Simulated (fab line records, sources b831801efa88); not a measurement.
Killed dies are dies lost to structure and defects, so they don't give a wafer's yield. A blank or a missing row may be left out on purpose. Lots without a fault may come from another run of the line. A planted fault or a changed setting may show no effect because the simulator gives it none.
A struck lot beside a sound one | flow gf180mcu | 17 steps out of a route of 602
Sound: wafers L901.2, L901.4, L901.5. Struck: wafers L920.2, L920.3, L920.5. The cause comes at the end.
At each step with rows: each side's tool, then ch and its chambers, then its first start. Under that, the readings that differ: sound wafers | struck wafers | difference of the means | sigmas: that difference in standard deviations of wafers without a fault.
alike: readings whose means differ by less than 2 such deviations, and words and numbers that are the same on both sides. not compared: withheld readings, readings that some wafer has no value for, bounds like >300 that may hide the same value, and numbers for which the record gives no deviation and whose values overlap.
The two part at a step that has a row with sigmas, a row that says differs or no value, or rows on one side only. Numbers that don't overlap but have no deviation are shown without sigmas and don't part them. A reading that every wafer of one side lacks parts them only if that side has two wafers or more.

first, 1 step without rows for these wafers: GF_STI_OXIDATION_01 (stabilise 600 s, purge 300 s, target thk 10 nm).
GF_STI_THK_MEAS_02:
  sound on film_metro-01, day 1 16:31; struck on film_metro-04, day 5 15:31
  alike: STI_OXIDATION_THK
then, 1 step without rows for these wafers: GF_STI_CVD_03 (deposits Si3N4 from DCS/NH3, target thk 207.16 nm, time 3551 s).
GF_STI_THK_MEAS_04:
  sound on film_metro-04, day 1 19:34; struck on film_metro-02, day 5 17:34
  alike: STI_CVD_03_THK
then, 7 steps without rows for these wafers: GF_STI_DEHYDRATE_05 (time 60 s); GF_STI_HMDS_06 (prime time 60 s); GF_STI_COAT_07 (resist thk 700 nm); GF_STI_SOFTBAKE_08 (time 60 s); GF_STI_EXPOSE_09 (exposes mask COMP, target cd 220 nm); GF_STI_PEB_10 (peb time 90 s); GF_STI_DEVELOP_11 (develop time 60 s).
GF_STI_CD_MEAS_12: target cd 220 nm.
  sound on cd_sem-01, day 2 07:00; struck on cd_sem-02, day 6 08:42
  alike: cd_nm
GF_STI_ETCH_13: etches the open film in CHF3/O2, stops on Si, target depth 282.31 nm, time 112.9 s.
  sound on rie_diel-01 ch 1,2, day 2 07:06; struck on rie_diel-03 ch 0,3, day 6 08:48
  reading                              | sound             | struck            | difference | sigmas
  oes_product_au (a.u.)                | 0.829 0.831 0.831 | 0.779 0.782 0.779 | -0.050     | -8
  throttle_valve_pct (%)               | 8.811 8.810 8.814 | 8.790 8.795 8.789 | -0.020     | -2
  model.KrF_of_STI_COAT_07.thk_nm (nm) | 441.2 435.8 445.8 | 408.7 402.7 407.2 | -34.7      |
  alike: drypump_motor_current_A, rf_fwd_power_W
  not compared: rf_hours_counter_h
GF_STI_ETCH_14: etches Si in HBr/Cl2/O2, target depth 360 nm, time 102.9 s.
  sound on rie_si-01 ch 1,2, day 2 07:11; struck on rie_si-02 ch 0,1,3, day 6 08:53
  reading                              | sound             | struck          | difference | sigmas
  model.KrF_of_STI_COAT_07.thk_nm (nm) | 323.3 317.5 327.6 | 288 280.2 288.1 | -37        |
  alike: drypump_motor_current_A, oes_product_au, rf_fwd_power_W, throttle_valve_pct
  not compared: rf_hours_counter_h
GF_STI_STRIP_15: strips in O2/N2.
  sound on plasma_asher-03 ch 1, day 2 07:16; struck on plasma_asher-02 ch 1, day 6 08:58
  reading                      | sound          | struck         | difference | sigmas
  drypump_motor_current_A (A)  | 5.53 5.54 5.56 | 6.37 6.36 6.36 | +0.82      | +3
  strip_time_to_endpoint_s (s) | 3.77 3.69 3.81 | 3.40 3.30 3.40 | -0.39      | -8
  alike: heater_power_w, oes_product_au
  not compared: rf_hours_counter_h
then, 1 step without rows for these wafers: GF_STI_CLEAN_16 (cleans in dHF, time 25 s).
-- the record jumps here: 28 days lie between the struck wafers' starts before and after (it left off in module STI and takes up again in module PASSIVATION, whose first step shown is number 602 of the route) --
GF_PASSIVATION_PROBE_99:
  the record has rows for the struck wafers here (prober-02, day 34 09:53) and none for the sound ones

WHERE THEY PART
First at GF_STI_ETCH_13; last, within this record, at GF_PASSIVATION_PROBE_99.

WHY: what the simulator had put in
Process parameter drift: rie_diel-03, from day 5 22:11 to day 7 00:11, at GF_STI_ETCH_13. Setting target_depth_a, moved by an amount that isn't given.
